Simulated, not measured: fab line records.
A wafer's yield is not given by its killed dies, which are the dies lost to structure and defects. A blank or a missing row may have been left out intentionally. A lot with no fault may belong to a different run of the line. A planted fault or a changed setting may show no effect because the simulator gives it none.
fab line records	flow sky130
[record] lots = 7	wafers = 21	lastDay = 50
route steps=708 shown CONTACT@425 METAL1@434
lots that met no fault: from a run of the same line without faults
startH: hours from the record's first day to the start of the lot's first wafer shown	waitH: time in hours since the lot's previous step	" same as the row above	L1.1+2: several wafers, shown together as one row	- no value, or no start given	* or withheld: withheld	< > ~ a bound
route shown NAME@n: names a module that has steps shown in the file, with the first one's number in the route	usual: the fault-free wafers' mean and standard deviation	same: alike in all rows	chamber/n: place in a boat	sites: per-site readings	_std_site: the values' standard deviation	_edge_site: inner sites' mean taken away from outer sites' mean	radiusMm: for every site, how far away it sits from the centre of the wafer	mask NAME#n: copy n	behind: tool/chamber where the wafer was last shaped	hold: the reason the lot was held/the length of the hold in hours/how it ended	device: transistor that didn't switch, given as n, p or np	end of line: the same wafers' tests at the end of the route	a step given without rows: its recipe and nothing more	killed: at the first sort, the dies lost to defects and structure; wafer yield is something else	map: shows each die of a wafer: x if killed, . if not, _ if none is there
set.NAME: the run value of the setting; set.NAME@STEP: its run value at that earlier step	model.NAME: the simulator's own value behind a step, which no gauge read
lots seen at some steps along the route; tables by step, rows by wafer
services: the hour from which a tool's chamber was out of use, counted from the record's first day as startH (under 0 if before that day), plus the number of hours and why
[[steps]]
[step SKY_CONTACT_STRIP_19]
[recipe] chemistry = O2/N2	powerW = 1400	pressureMtorr = 1500	platenTempC = withheld	o2FlowSccm = 3000	n2FlowSccm = 300	overashFraction = 0.5
[usual] drypumpMotorCurrentA = 5.7/0.47	oesProductAu = 0.381/0.0046	stripTimeToEndpointS = 3.62/0.031
lot.wafer	tool	chamber	startH	waitH	drypumpMotorCurrentA	oesProductAu	rfHoursCounterH	stripTimeToEndpointS
L652.1	plasmaAsher-01	0	760.79	-	6.2	0.390	67	3.62
L652.5	"	1	"	"	5.4	0.379	-	3.60
L652.6	"	0	"	"	6.2	0.383	-	3.64
L658.1	plasmaAsher-04	0	805.29	-	6.1	0.375	6	3.60
L658.4	"	1	"	"	6.1	0.381	-	3.65
L658.5	"	0	"	"	6.1	0.383	-	3.60
L659.1	plasmaAsher-02	1	811.16	-	4.9	0.389	39	3.65
L659.3	"	0	"	"	5.8	0.383	-	3.60
L659.4	"	1	"	"	4.9	0.384	-	3.57
L660.4	plasmaAsher-01	1	824.24	-	5.4	0.380	-	3.65
L660.5	"	1	"	"	5.4	0.388	-	3.68
L660.6	"	0	"	"	6.2	0.383	-	3.66
L665.3	plasmaAsher-04	1	863.08	-	6.0	0.383	-	3.59
L665.4	"	0	"	"	6.1	0.382	-	3.64
L665.6	"	1	"	"	6.0	0.390	-	3.64
L669.1	plasmaAsher-04	1	888.20	-	6.0	0.381	13	3.60
L669.2	"	0	"	"	6.1	0.378	13	3.59
L669.5	"	1	"	"	6.0	0.376	-	3.60
L671.1	plasmaAsher-01	0	904.01	-	6.3	0.379	82	3.60
L671.3	"	1	"	"	5.4	0.378	-	3.60
L671.5	"	1	"	"	5.4	0.379	-	3.61
[step SKY_CONTACT_STRIP_20]
[recipe] chemistry = postEtchResidueRemover	timeS = 1200	tempC = 72.5
[step SKY_CONTACT_CLEAN_21]
[recipe] chemistry = IPA	timeS = 180	tempC = 25
[step SKY_CONTACT_CLEAN_22]
[recipe] chemistry = O3/DIW	dry = n2Spin
[step SKY_CONTACT_SPUTTER_23]
[recipe] material = TiN	targetThkNm = 20	chamberPressurePa = 5	powerW = 4000	timeS = 80
[step SKY_CONTACT_CVD_24]
[recipe] material = W	targetThkNm = 340	timeS = 102.12	tempC = 400	pressureTorr = 40
[usual] heaterPowerW = 854/59
lot.wafer	tool	chamber	startH	waitH	heaterPowerW
L652.1	cvdW-01	1	761.45	0.0	939
L652.5	"	1	"	"	923
L652.6	"	0	"	"	852
L658.1	cvdW-02	1	806.34	0.0	883
L658.4	"	1	"	"	898
L658.5	"	1	"	"	913
L659.1	cvdW-01	0	811.95	0.0	851
L659.3	"	0	"	"	848
L659.4	"	1	"	"	923
L660.4	cvdW-02	0	824.97	0.1	775
L660.5	"	0	"	"	752
L660.6	"	0	"	"	755
L665.3	cvdW-02	0	863.74	0.1	743
L665.4	"	1	"	"	904
L665.6	"	0	"	"	767
L669.1	cvdW-02	1	888.85	0.0	903
L669.2	"	0	"	"	790
L669.5	"	0	"	"	773
L671.1	cvdW-01	1	904.66	0.0	919
L671.3	"	1	"	"	920
L671.5	"	1	"	"	911
[step SKY_CONTACT_RS_MEAS_25]
[recipe] thkMeasGauge = four-point-probe	reads = W_of_CONTACT_CVD_24+TiN_of_CONTACT_SPUTTER_23
[usual] CONTACT_W_RS = 0.336/0.0033
lot.wafer	tool	chamber	startH	waitH	CONTACT_W_RS[ohm/sq]
L652.1	filmMetro-02	-	761.56	0.1	0.337
L652.5	"	-	"	"	0.338
L652.6	"	-	"	"	0.332
L658.1	filmMetro-03	-	806.45	0.1	0.336
L658.4	"	-	"	"	0.335
L658.5	"	-	"	"	0.335
L659.1	filmMetro-04	-	812.06	0.1	0.334
L659.3	"	-	"	"	0.335
L659.4	"	-	"	"	0.333
L660.4	filmMetro-04	-	825.14	0.1	0.337
L660.5	"	-	"	"	0.341
L660.6	"	-	"	"	0.336
L665.3	filmMetro-03	-	863.85	0.1	0.331
L665.4	"	-	"	"	0.333
L665.6	"	-	"	"	0.331
L669.1	filmMetro-03	-	888.96	0.1	0.338
L669.2	"	-	"	"	0.338
L669.5	"	-	"	"	0.339
L671.1	filmMetro-04	-	904.77	0.1	0.339
L671.3	"	-	"	"	0.345
L671.5	"	-	"	"	0.341
[step SKY_CONTACT_THK_MEAS_26]
[recipe] thkMeasGauge = xrf	reads = W_of_CONTACT_CVD_24
[usual] CONTACT_W_THK = 346/5.7
lot.wafer	tool	chamber	startH	waitH	CONTACT_W_THK[nm]
L652.1	filmMetro-02	-	761.68	0.1	351
L652.5	"	-	"	"	350
L652.6	"	-	"	"	355
L658.1	filmMetro-03	-	806.57	0.1	349
L658.4	"	-	"	"	348
L658.5	"	-	"	"	351
L659.1	filmMetro-04	-	812.18	0.1	343
L659.3	"	-	"	"	343
L659.4	"	-	"	"	344
L660.4	filmMetro-04	-	825.23	0.1	340
L660.5	"	-	"	"	335
L660.6	"	-	"	"	340
L665.3	filmMetro-03	-	863.95	0.1	353
L665.4	"	-	"	"	349
L665.6	"	-	"	"	347
L669.1	filmMetro-03	-	889.08	0.1	343
L669.2	"	-	"	"	342
L669.5	"	-	"	"	340
L671.1	filmMetro-04	-	904.89	0.1	339
L671.3	"	-	"	"	334
L671.5	"	-	"	"	337
[step SKY_CONTACT_CMP_27]
[recipe] stopOn = SiO2	tOverpolishS = 15	downForcePsi = 3.5	platenRpm = 60	targetThkNm = 0	padVelocityMS = 0.94248
[usual] motorCurrentA = 10.5/1.3	overpolishRunS = 14.999/0.0093	timeToEndpointS = 85/3.5
lot.wafer	tool	chamber	startH	waitH	motorCurrentA	overpolishRunS	timeToEndpointS
L652.1	cmp-02	2	761.79	0.1	9.4	14.994	89
L652.5	"	1	"	"	9.9	15.000	83
L652.6	"	2	"	"	9.5	15.000	89
L658.4	cmp-02	2	806.68	0.1	9.2	15.004	90
L658.1	"	3	"	"	11.5	15.006	86
L658.5	"	2	"	"	9.4	15.006	86
L659.3	cmp-01	2	812.29	0.1	12.6	14.994	87
L659.1	"	3	"	"	11.8	15.004	85
L659.4	"	0	"	"	12.6	15.001	81
L660.4	cmp-02	3	825.26	0.0	10.8	14.997	85
L660.5	"	3	"	"	11.4	15.004	82
L660.6	"	0	"	"	8.9	14.996	86
L665.3	cmp-02	3	864.04	0.1	10.9	14.992	83
L665.4	"	0	"	"	8.8	14.999	86
L665.6	"	3	"	"	11.6	15.012	82
L669.2	cmp-02	2	889.24	0.1	9.5	15.007	84
L669.1	"	3	"	"	11.5	15.007	79
L669.5	"	0	"	"	9.3	14.992	84
L671.1	cmp-02	2	905.00	0.1	9.8	15.000	90
L671.3	"	3	"	"	11.3	14.990	88
L671.5	"	2	"	"	9.1	14.993	88
[step SKY_METAL1_SPUTTER_00]
[recipe] material = Ti	targetThkNm = 15	powerW = 3000	timeS = 10	chamberPressurePa = 0.4
[usual] cathodeDcPowerW = 3000.0/0.6	chamberPressurePa = 0.3999/0.00082	throttleValvePct = 30.0/1.1
lot.wafer	tool	chamber	startH	waitH	cathodeDcPowerW	chamberPressurePa	throttleValvePct
L652.1	pvdSputter-01	-	762.04	0.2	3000.7	0.3997	29.2
L652.5	"	-	"	"	3001.2	0.3993	31.3
L652.6	"	-	"	"	3000.2	0.3984	29.0
L658.1	pvdSputter-01	-	806.93	0.1	3000.8	0.3992	29.3
L658.4	"	-	"	"	3000.8	0.4005	28.6
L658.5	"	-	"	"	3000.1	0.3982	31.5
L659.1	pvdSputter-04	-	812.54	0.1	2999.0	0.3997	29.2
L659.3	"	-	"	"	2999.7	0.3998	30.0
L659.4	"	-	"	"	3000.6	0.3994	32.0
L660.4	pvdSputter-04	-	825.57	0.3	3000.3	0.4014	30.4
L660.5	"	-	"	"	3000.3	0.3996	31.9
L660.6	"	-	"	"	3000.0	0.3998	29.2
L665.3	pvdSputter-02	-	864.29	0.2	3000.2	0.3993	31.2
L665.4	"	-	"	"	2999.4	0.3996	28.9
L665.6	"	-	"	"	2999.8	0.4002	29.9
L669.1	pvdSputter-01	-	889.44	0.1	3000.1	0.3983	31.4
L669.2	"	-	"	"	3000.0	0.4008	29.2
L669.5	"	-	"	"	3000.8	0.3990	29.3
L671.1	pvdSputter-01	-	905.25	0.2	2999.0	0.3998	29.3
L671.3	"	-	"	"	2999.8	0.3982	29.3
L671.5	"	-	"	"	3000.2	0.3993	28.3
[step SKY_METAL1_SPUTTER_01]
[recipe] material = TiN	targetThkNm = 20	powerW = 6500	timeS = 16.7	chamberPressurePa = 0.4
[step SKY_METAL1_SPUTTER_02]
[recipe] material = AlCu	targetThkNm = 250	powerW = 10600	timeS = 13.3	chamberPressurePa = 0.4
[step SKY_METAL1_SPUTTER_03]
[recipe] material = Ti	targetThkNm = 5	powerW = 3000	timeS = 3.3	chamberPressurePa = 0.4
[usual] cathodeDcPowerW = 3000.0/0.54	chamberPressurePa = 0.4000/0.00081	throttleValvePct = 30.0/1.1
lot.wafer	tool	chamber	startH	waitH	cathodeDcPowerW	chamberPressurePa	throttleValvePct
L652.1	pvdSputter-01	-	762.11	0.0	3000.7	0.4004	29.4
L652.5	"	-	"	"	2999.4	0.4010	31.8
L652.6	"	-	"	"	2999.7	0.3995	29.2
L658.1	pvdSputter-01	-	807.00	0.0	-	-	-
L658.4	"	-	"	"	-	-	-
L658.5	"	-	"	"	-	-	-
L659.1	pvdSputter-04	-	812.61	0.0	-	-	-
L659.3	"	-	"	"	-	-	-
L659.4	"	-	"	"	-	-	-
L660.4	pvdSputter-04	-	825.64	0.0	-	-	-
L660.5	"	-	"	"	-	-	-
L660.6	"	-	"	"	-	-	-
L665.3	pvdSputter-02	-	864.37	0.0	3000.0	0.3995	31.4
L665.4	"	-	"	"	3001.2	0.3995	29.2
L665.6	"	-	"	"	3000.1	0.4000	29.6
L669.1	pvdSputter-01	-	889.52	0.0	3000.3	0.4007	31.5
L669.2	"	-	"	"	3000.1	0.4009	29.7
L669.5	"	-	"	"	3000.5	0.4000	29.3
L671.1	pvdSputter-01	-	905.32	0.0	2999.7	0.3996	29.3
L671.3	"	-	"	"	3001.1	0.3994	29.2
L671.5	"	-	"	"	3000.4	0.4007	28.4
[step SKY_METAL1_SPUTTER_04]
[recipe] material = TiN	targetThkNm = 70	powerW = 6500	timeS = 58.3	chamberPressurePa = 0.4
[usual] cathodeDcPowerW = 6500.0/1.2	chamberPressurePa = 0.3999/0.00073	throttleValvePct = 30.0/1.1
lot.wafer	tool	chamber	startH	waitH	cathodeDcPowerW	chamberPressurePa	throttleValvePct
L652.1	pvdSputter-01	-	762.13	0.0	6501.3	0.3998	29.5
L652.5	"	-	"	"	6501.5	0.3998	31.5
L652.6	"	-	"	"	6501.3	0.3999	29.3
L658.1	pvdSputter-01	-	807.02	0.0	6499.2	0.4001	29.4
L658.4	"	-	"	"	6500.2	0.3995	28.5
L658.5	"	-	"	"	6500.3	0.4002	31.5
L659.1	pvdSputter-04	-	812.63	0.0	6501.2	0.4008	29.2
L659.3	"	-	"	"	6499.4	0.3982	29.7
L659.4	"	-	"	"	6501.0	0.4005	32.1
L660.4	pvdSputter-04	-	825.67	0.0	6500.6	0.3989	30.3
L660.5	"	-	"	"	6500.6	0.3994	31.8
L660.6	"	-	"	"	6502.0	0.4006	29.2
L665.3	pvdSputter-02	-	864.38	0.0	6500.0	0.4000	31.1
L665.4	"	-	"	"	6499.2	0.4000	29.1
L665.6	"	-	"	"	6501.5	0.4000	29.7
L669.1	pvdSputter-01	-	889.54	0.0	6501.5	0.4002	31.4
L669.2	"	-	"	"	6501.2	0.4007	29.2
L669.5	"	-	"	"	6498.1	0.3997	29.1
L671.1	pvdSputter-01	-	905.34	0.0	6499.6	0.4002	29.2
L671.3	"	-	"	"	6499.2	0.3993	29.4
L671.5	"	-	"	"	6498.7	0.4004	28.3
[[services]]
tool	chamber	startH	hours	kind
plasmaAsher-04	0	742.75	-	clean
plasmaAsher-04	1	742.75	-	clean
cmp-01	-	744.00	4.0	pm
cmp-01	-	748.00	-	consumableReplace:conditioner
cmp-01	-	748.00	-	consumableReplace:pad
cmp-02	-	749.52	0.8	repair
plasmaAsher-04	-	754.96	0.3	repair
cmp-01	-	755.87	2.6	repair
cmp-02	-	818.82	0.6	repair
cvdW-02	1	824.19	3.3	repair
plasmaAsher-04	-	828.24	15.9	repair
cmp-01	-	828.66	0.9	repair
cvdW-02	-	833.03	6.0	pm
cmp-01	-	833.51	5.5	pm
plasmaAsher-02	-	838.92	0.4	repair
pvdSputter-04	-	850.48	5.6	repair
cvdW-02	0	853.35	9.1	repair
plasmaAsher-01	-	853.82	1.0	repair
cmp-02	-	869.22	4.9	pm
pvdSputter-01	-	871.98	6.8	repair
pvdSputter-02	-	900.91	10.6	repair
cvdW-02	-	904.00	14.0	pm
cvdW-02	0	904.00	14.0	ventCycle
cvdW-02	1	904.00	14.0	ventCycle
[[key]]
[firstSign] step = SKY_METAL1_SPUTTER_03	reading = toolRecord	direction = missing
effect none on later readings
metAt SKY_METAL1_SPUTTER_03
struckWafers L658.1,L658.4,L658.5,L659.1,L659.3,L659.4,L660.4,L660.5,L660.6
laterRowsLeftOut L658.1,L658.4,L658.5,L659.1,L659.3,L659.4,L660.4,L660.5,L660.6
sortLeftOut L658.1,L658.4,L658.5,L659.1,L659.3,L659.4,L660.4,L660.5,L660.6
onsetBetween 762.11 807.00
[fault] kind = skippedStepWhole	tool = pvdSputter-01,pvdSputter-04	chamber = -	onsetH = 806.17	steps = SKY_METAL1_SPUTTER_03	scope = struckLotsOnly
// sortLeftOut: the simulated sort isn't trusted on such a fault, so these wafers' sort isn't shown, and their yield isn't known
// laterRowsLeftOut: the simulator's readings of these wafers behind a module that went badly wrong aren't trusted and aren't shown, but for the sort
